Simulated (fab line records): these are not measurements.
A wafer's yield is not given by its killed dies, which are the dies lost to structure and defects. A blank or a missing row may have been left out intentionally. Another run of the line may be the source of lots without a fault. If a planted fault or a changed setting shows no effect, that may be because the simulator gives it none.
What tool caused it? ; flow gf180mcu ; 42 wafers from 14 lots sampled at 4 of the route's 602 steps

== WHAT THE GAUGES SHOWED, per wafer ==
GF_MIM_THK_MEAS_11: measures by xrf. Usual: MIM_ALCU_THK typically reads 199.1 nm, with standard deviation 2.4.
lot;measured;on;MIM_ALCU_THK (nm);flag
L757;day 24 16:22;filmMetro-02;196.7 195.4 197.9;
L758;day 24 23:27;filmMetro-01;201.1 197.1 198.6;
L759;day 25 11:21;filmMetro-02;197.7 198.5 199.6;
L762;day 26 11:17;filmMetro-02;197.3 196.1 199.4;
L766;day 27 23:11;filmMetro-02;199.0 203.7 198.6;
L767;day 28 03:28;filmMetro-04;204.6 202.9 202.7;
L768;day 28 13:14;filmMetro-01;193.2 191.8 192.8;
L769;day 28 16:07;filmMetro-01;199.5 197.2 197.5;
L770;day 29 00:25;filmMetro-04;202.5 198.6 201.2;
L773;day 29 22:29;filmMetro-04;199.8 200.8 201.6;
L774;day 30 05:59;filmMetro-01;198.1 197.7 198.2;
L777;day 30 21:04;filmMetro-04;201.3 201.8 200.0;
L778;day 31 05:33;filmMetro-04;201.7 199.6 200.7;
L780;day 31 17:31;filmMetro-01;199.6 198.8 201.2;

GF_V5_BOW_MEAS_05. Usual: V5_BOW typically reads 133 um, with standard deviation 10.
lot;measured;on;V5_BOW (um);flag
L757;day 26 12:59;filmMetro-02;128 142 128;
L758;day 26 19:39;filmMetro-03;126 151 135;
L759;day 27 06:27;filmMetro-03;126 136 135;
L762;day 28 05:40;filmMetro-03;130 133 133;
L766;day 29 15:33;filmMetro-02;133 145 124;
L767;day 29 19:35;filmMetro-04;136 119 128;
L768;day 30 05:21;filmMetro-02;146 136 141;
L769;day 30 07:15;filmMetro-03;106 116 117;
L770;day 30 15:44;filmMetro-04;143 150 157;
L773;day 31 13:01;filmMetro-02;136 141 141;
L774;day 31 18:37;filmMetro-02;143 136 137;
L777;day 32 09:26;filmMetro-03;136 130 136;
L778;day 32 16:57;filmMetro-03;130 133 126;
L780;day 33 04:23;filmMetro-04;134 132 142;

== TOOL THAT RAN EACH LOT (tool first, then ch and the chambers of the sampled wafers, then the start) ==
lot;GF_NWELL_IMPLANT_09;GF_V2_CVD_23
L757;implanter-01 ch 0, day 3 08:02;cvdW-02 ch 0,1, day 20 11:49
L758;implanter-01 ch 0, day 3 13:49;cvdW-01 ch 0,1, day 20 19:53
L759;implanter-04 ch 0, day 3 18:35;cvdW-01 ch 0,1, day 21 07:58
L762;implanter-01 ch 0, day 4 11:35;cvdW-01 ch 0,1, day 22 10:59
L766;implanter-04 ch 0, day 5 09:43;cvdW-02 ch 0,1, day 24 03:06
L767;implanter-01 ch 0, day 5 14:25;cvdW-02 ch 0,1, day 24 07:05
L768;implanter-04 ch 0, day 5 21:17;cvdW-01 ch 0,1, day 24 17:25
L769;implanter-01 ch 0, day 6 01:59;cvdW-01 ch 0,1, day 24 21:25
L770;implanter-03 ch 0, day 6 06:29;cvdW-01 ch 0,1, day 25 07:28
L773;implanter-03 ch 0, day 7 00:22;cvdW-02 ch 0,1, day 26 08:01
L774;implanter-03 ch 0, day 7 05:45;cvdW-01 ch 1, day 26 14:28
L777;implanter-01 ch 0, day 7 22:59;cvdW-02 ch 0,1, day 27 09:06
L778;implanter-01 ch 0, day 8 03:56;cvdW-01 ch 0,1, day 27 18:33
L780;implanter-04 ch 0, day 8 14:36;cvdW-01 ch 0,1, day 28 06:43
- GF_NWELL_IMPLANT_09
- GF_V2_CVD_23: deposits W, target thk 350 nm, time 104.94 s.

== WHAT THE TOOLS THEMSELVES READ (means of the sampled wafers that have a number; where no wafer has one, the mark that the record gives instead) ==
GF_NWELL_IMPLANT_09. Usual: beamEnergyKeV 160.00, standard deviation 0.046.
lot;tool;beamEnergyKeV;flag
L757;implanter-01;160.00;
L758;implanter-01;159.98;
L759;implanter-04;159.97;
L762;implanter-01;160.00;
L766;implanter-04;153.11;OFF
L767;implanter-01;159.98;
L768;implanter-04;153.12;OFF
L769;implanter-01;160.04;
L770;implanter-03;159.99;
L773;implanter-03;160.04;
L774;implanter-03;160.01;
L777;implanter-01;159.99;
L778;implanter-01;159.97;
L780;implanter-04;160.01;

GF_V2_CVD_23. Usual: heaterPowerW 794 W, standard deviation 69.
lot;tool;heaterPowerW (W);flag
L757;cvdW-02;855;
L758;cvdW-01;752;
L759;cvdW-01;754;
L762;cvdW-01;751;
L766;cvdW-02;864;
L767;cvdW-02;800;
L768;cvdW-01;780;
L769;cvdW-01;788;
L770;cvdW-01;788;
L773;cvdW-02;866;
L774;cvdW-01;717;
L777;cvdW-02;821;
L778;cvdW-01;787;
L780;cvdW-01;789;

== THE ANSWER, worked out from the rows above alone ==
Rule: lot off if the mean of its wafers having a number is beyond 3 standard deviations from the usual mean. A lot without any number at a reading at which 4 lots or more have one is off too. The other lots that the step has rows for count as sound. The gauges are gone through in route order, then the tools' own readings, and for those a lot's mean is taken as printed above. The first step at which some lot is off is used, and at that step the reading that is off furthest; a lot without a number counts as furthest.
Off at GF_NWELL_IMPLANT_09 (beamEnergyKeV): L766, L768.
A tool fits if, at that step or a process step before it, it ran every lot that is off, and no sound lot after the first of them. Of those tried, none fits.

== WHAT WAS PUT IN BY THE SIMULATOR ==
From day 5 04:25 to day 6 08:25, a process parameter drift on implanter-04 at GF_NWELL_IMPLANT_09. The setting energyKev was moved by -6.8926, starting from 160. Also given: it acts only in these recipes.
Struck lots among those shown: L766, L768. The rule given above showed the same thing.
